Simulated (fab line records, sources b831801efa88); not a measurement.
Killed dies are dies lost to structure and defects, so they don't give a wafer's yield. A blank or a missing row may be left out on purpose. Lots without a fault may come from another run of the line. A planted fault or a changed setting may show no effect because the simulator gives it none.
A struck lot beside a sound one | flow sky130 | 17 steps out of a route of 708
Sound: wafers L408.1, L408.4, L408.6. Struck: wafers L402.3, L402.5, L402.6. The cause comes at the end.
At each step with rows: each side's tool, then ch and its chambers, then its first start. Under that, the readings that differ: sound wafers | struck wafers | difference of the means | sigmas: that difference in standard deviations of wafers without a fault.
alike: readings whose means differ by less than 2 such deviations, and words and numbers that are the same on both sides. not compared: withheld readings, readings that some wafer has no value for, bounds like >300 that may hide the same value, and numbers for which the record gives no deviation and whose values overlap.
The two part at a step that has a row with sigmas, a row that says differs or no value, or rows on one side only. Numbers that don't overlap but have no deviation are shown without sigmas and don't part them. A reading that every wafer of one side lacks parts them only if that side has two wafers or more.

SKY_GATE_OXIDE_TW_MEAS_14:
  sound on film_metro-02, day 20 14:28; struck on film_metro-04, day 18 06:21
  alike: GATE_OXIDE_TW
then, 3 steps without rows for these wafers: SKY_GATE_OXIDE_CLEAN_15 (cleans in SC1/SC2, time 150 s); SKY_GATE_OXIDE_OXIDATION_16 (stabilise 600 s, purge 300 s, target thk 3.57 nm); SKY_POLY_GATE_CVD_00 (deposits poly-Si, target thk 180 nm, time 720 s).
SKY_POLY_GATE_THK_MEAS_01:
  sound on film_metro-02, day 20 18:13; struck on film_metro-02, day 18 10:11
  reading                   | sound             | struck            | difference | sigmas
  POLY_GATE_CVD_00_THK (nm) | 182.0 181.2 181.2 | 178.5 178.5 177.7 | -3.2       | -2
then, 7 steps without rows for these wafers: SKY_RES_PROTECT_DEHYDRATE_00 (time 60 s); SKY_RES_PROTECT_HMDS_01 (prime time 60 s); SKY_RES_PROTECT_COAT_02 (resist thk 1140 nm); SKY_RES_PROTECT_SOFTBAKE_03 (time 60 s); SKY_RES_PROTECT_EXPOSE_04 (exposes mask RPM, target cd 1270 nm); SKY_RES_PROTECT_PEB_05; SKY_RES_PROTECT_DEVELOP_06 (develop time 60 s).
SKY_POLY_GATE_IMPLANT_02:
  sound on implanter-03 ch 0, day 22 00:25; struck on implanter-01 ch 0, day 19 17:28
  reading       | sound                         | struck                        | difference | sigmas
  beam_on_s (s) | 34.8 33.6 34.1                | 22.4 23.1 22.7                | -11.4      | -7
  dose_ions_cm2 | 7.699e+15 7.696e+15 7.708e+15 | 5.367e+15 5.368e+15 5.357e+15 | -2.337e+15 | -99 or more
SKY_RES_PROTECT_STRIP_07: strips in O2/N2.
  sound on plasma_asher-01 ch 0,1, day 22 00:34; struck on plasma_asher-01 ch 0,1, day 19 17:37
  reading                      | sound             | struck            | difference | sigmas
  oes_product_au (a.u.)        | 0.515 0.517 0.518 | 0.548 0.533 0.536 | +0.022     | +5
  strip_time_to_endpoint_s (s) | 23.34 23.28 23.34 | 21.79 21.80 21.79 | -1.53      | -34
  alike: drypump_motor_current_A
  not compared: rf_hours_counter_h
SKY_RES_PROTECT_TW_MEAS_08:
  sound on film_metro-02, day 22 00:40; struck on film_metro-03, day 19 17:41
  reading      | sound          | struck         | difference | sigmas
  POLY_GATE_TW | 4058 4068 4077 | 3953 3948 3937 | -122       | -5
then, 1 step without rows for these wafers: SKY_RES_PROTECT_CLEAN_09 (cleans in SC1/SC2, time 150 s).
-- the record jumps here: 29 days lie between the struck wafers' starts before and after (it left off in module RES_PROTECT and takes up again in module PAD_OPEN, whose first step shown is number 708 of the route) --
SKY_PAD_OPEN_PROBE_99:
  sound on prober-01, day 50 13:37; struck on prober-01, day 48 23:05
  reading                                        | sound                | struck            | difference | sigmas
  model.etest.res_poly.line_ohm_um               | 518 531.4 536.5      | 722.3 701.5 711.2 | +183.0     |
  model.etest.licon_poly.rc_ohm                  | 155.5 157.7 153.2    | 253.1 240.6 240.6 | +89.3      |
  model.etest.res_poly.rs_ohm_sq                 | 48.28 48.36 48.81    | 67.47 66.58 66.78 | +18.46     |
  model.etest.res_poly.rs_ohm_sq_range           | 1.597 0.9001 1.437   | 3.728 2.12 3.511  | +1.808     |
  model.etest.res_poly.rs_ohm_sq_rim_less_centre | 0.4039 0.4828 0.5699 | 3.202 1.767 2.214 | +1.909     |
  alike: killed_at_M0_to_M3, killed_at_M4_up, killed_at_contacts, killed_at_front_end, killed_at_other, killed_dies, killed_open, killed_short

WHERE THEY PART
First at SKY_POLY_GATE_THK_MEAS_01; last, within this record, at SKY_RES_PROTECT_TW_MEAS_08. Later steps at which nothing parts them and some readings are alike: SKY_PAD_OPEN_PROBE_99.

WHY: what the simulator had put in
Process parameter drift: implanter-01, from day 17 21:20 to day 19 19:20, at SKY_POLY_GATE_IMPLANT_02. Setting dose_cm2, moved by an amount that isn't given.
